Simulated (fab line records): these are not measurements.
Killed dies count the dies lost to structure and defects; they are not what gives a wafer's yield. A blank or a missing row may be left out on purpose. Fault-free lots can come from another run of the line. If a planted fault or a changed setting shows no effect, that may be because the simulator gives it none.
Split-lot trial :: flow sfqLine :: 23 wafers read across 5 lots, on a route 325 steps long

## ABOUT THE SPLIT
At SFQ_TRILAYER_M2_BARC_OPEN_METAL_ETCH_077 (etches BARC in O2, target depth 125 nm, time 41.7 s), the setting timeS was moved away from the recipe's 41.7 s on 7 of the 23 wafers read, by +10.5% to +13.8%. All remaining wafers had this setting at the recipe value.

Reading taken at the split's own step.

## THE READING
KrF_of_TRILAYER_M2_LITHO_COAT_057.thkNm (the simulator's own value, which no gauge read), in nm, at SFQ_TRILAYER_M2_BARC_OPEN_METAL_ETCH_077 (etches BARC in O2, target depth 125 nm, time 41.7 s). The file gives no usual value for it. Here, 16 wafers ran the recipe; their average is 523.0 nm with a standard deviation of 2 nm.

wafer: L074.1
tool, chamber at the split: rieMetal-02, 0
timeS as run, s: 41.7
against the recipe: recipe
KrF_of_TRILAYER_M2_LITHO_COAT_057.thkNm, nm: 522.2
against lot-mates on the recipe: -

wafer: L074.4
tool, chamber at the split: rieMetal-02, 1
timeS as run, s: 41.7
against the recipe: recipe
KrF_of_TRILAYER_M2_LITHO_COAT_057.thkNm, nm: 523.4
against lot-mates on the recipe: -

wafer: L074.5
tool, chamber at the split: rieMetal-02, 1
timeS as run, s: 41.7
against the recipe: recipe
KrF_of_TRILAYER_M2_LITHO_COAT_057.thkNm, nm: 522.1
against lot-mates on the recipe: -

wafer: L076.1
tool, chamber at the split: rieMetal-02, 1
timeS as run, s: 41.7
against the recipe: recipe
KrF_of_TRILAYER_M2_LITHO_COAT_057.thkNm, nm: 526.3
against lot-mates on the recipe: -

wafer: L076.3
tool, chamber at the split: rieMetal-02, 1
timeS as run, s: 41.7
against the recipe: recipe
KrF_of_TRILAYER_M2_LITHO_COAT_057.thkNm, nm: 526.3
against lot-mates on the recipe: -

wafer: L076.2
tool, chamber at the split: rieMetal-02, 0
timeS as run, s: 47.47
against the recipe: +13.8%
KrF_of_TRILAYER_M2_LITHO_COAT_057.thkNm, nm: 518.4
against lot-mates on the recipe: -7.4

wafer: L076.4
tool, chamber at the split: rieMetal-02, 0
timeS as run, s: 41.7
against the recipe: recipe
KrF_of_TRILAYER_M2_LITHO_COAT_057.thkNm, nm: 524.9
against lot-mates on the recipe: -

wafer: L076.5
tool, chamber at the split: rieMetal-02, 1
timeS as run, s: 47.47
against the recipe: +13.8%
KrF_of_TRILAYER_M2_LITHO_COAT_057.thkNm, nm: 517.2
against lot-mates on the recipe: -8.6

wafer: L079.1
tool, chamber at the split: rieMetal-01, 1
timeS as run, s: 46.06
against the recipe: +10.5%
KrF_of_TRILAYER_M2_LITHO_COAT_057.thkNm, nm: 519.3
against lot-mates on the recipe: -1.4

wafer: L079.2
tool, chamber at the split: rieMetal-01, 0
timeS as run, s: 41.7
against the recipe: recipe
KrF_of_TRILAYER_M2_LITHO_COAT_057.thkNm, nm: 519.5
against lot-mates on the recipe: -

wafer: L079.3
tool, chamber at the split: rieMetal-01, 1
timeS as run, s: 41.7
against the recipe: recipe
KrF_of_TRILAYER_M2_LITHO_COAT_057.thkNm, nm: 522.4
against lot-mates on the recipe: -

wafer: L079.4
tool, chamber at the split: rieMetal-01, 0
timeS as run, s: 41.7
against the recipe: recipe
KrF_of_TRILAYER_M2_LITHO_COAT_057.thkNm, nm: 520.3
against lot-mates on the recipe: -

wafer: L079.6
tool, chamber at the split: rieMetal-01, 1
timeS as run, s: 46.06
against the recipe: +10.5%
KrF_of_TRILAYER_M2_LITHO_COAT_057.thkNm, nm: 518.6
against lot-mates on the recipe: -2.1

wafer: L080.1
tool, chamber at the split: rieMetal-02, 1
timeS as run, s: 41.7
against the recipe: recipe
KrF_of_TRILAYER_M2_LITHO_COAT_057.thkNm, nm: 522.7
against lot-mates on the recipe: -

wafer: L080.2
tool, chamber at the split: rieMetal-02, 0
timeS as run, s: 41.7
against the recipe: recipe
KrF_of_TRILAYER_M2_LITHO_COAT_057.thkNm, nm: 523.4
against lot-mates on the recipe: -

wafer: L080.4
tool, chamber at the split: rieMetal-02, 0
timeS as run, s: 41.7
against the recipe: recipe
KrF_of_TRILAYER_M2_LITHO_COAT_057.thkNm, nm: 520.5
against lot-mates on the recipe: -

wafer: L080.5
tool, chamber at the split: rieMetal-02, 1
timeS as run, s: 41.7
against the recipe: recipe
KrF_of_TRILAYER_M2_LITHO_COAT_057.thkNm, nm: 524.1
against lot-mates on the recipe: -

wafer: L080.6
tool, chamber at the split: rieMetal-02, 0
timeS as run, s: 41.7
against the recipe: recipe
KrF_of_TRILAYER_M2_LITHO_COAT_057.thkNm, nm: 524.8
against lot-mates on the recipe: -

wafer: L084.1
tool, chamber at the split: rieMetal-03, 1
timeS as run, s: 41.7
against the recipe: recipe
KrF_of_TRILAYER_M2_LITHO_COAT_057.thkNm, nm: 523.7
against lot-mates on the recipe: -

wafer: L084.2
tool, chamber at the split: rieMetal-03, 0
timeS as run, s: 46.94
against the recipe: +12.6%
KrF_of_TRILAYER_M2_LITHO_COAT_057.thkNm, nm: 517.2
against lot-mates on the recipe: -5.0

wafer: L084.3
tool, chamber at the split: rieMetal-03, 0
timeS as run, s: 46.94
against the recipe: +12.6%
KrF_of_TRILAYER_M2_LITHO_COAT_057.thkNm, nm: 515.7
against lot-mates on the recipe: -6.5

wafer: L084.4
tool, chamber at the split: rieMetal-03, 1
timeS as run, s: 41.7
against the recipe: recipe
KrF_of_TRILAYER_M2_LITHO_COAT_057.thkNm, nm: 520.7
against lot-mates on the recipe: -

wafer: L084.5
tool, chamber at the split: rieMetal-03, 1
timeS as run, s: 46.94
against the recipe: +12.6%
KrF_of_TRILAYER_M2_LITHO_COAT_057.thkNm, nm: 516
against lot-mates on the recipe: -6.2

THE FIT
A straight line over all 23 wafers: KrF_of_TRILAYER_M2_LITHO_COAT_057.thkNm changes by -0.444 nm for each +1% of timeS; r = -0.82; the points scatter about the line by 1.9 nm.
The same after taking each lot's own level away (the mean of its wafers on the recipe; 23 wafers): -0.455 nm for each +1%; r = -0.87; scatter 1.5 nm.
According to that fit, moving timeS by its largest amount changes the reading by 6.3 nm.
The span of the lots' own levels, 520.73 to 525.83 nm, comes to 2.6 times the standard deviation stated above.
So the lot-to-lot level changes the slope little: the two slopes agree.
Check: with one of the wafers moved furthest among these (+13.8%) left out of the fit, the line predicts -5.95 nm for it against its lot-mates. Against them it came out at -7.43 nm.

## FILE'S OWN FIT
KrF_of_TRILAYER_M2_LITHO_COAT_057.thkNm changes by -0.444 nm for each +1% of timeS, r = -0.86.
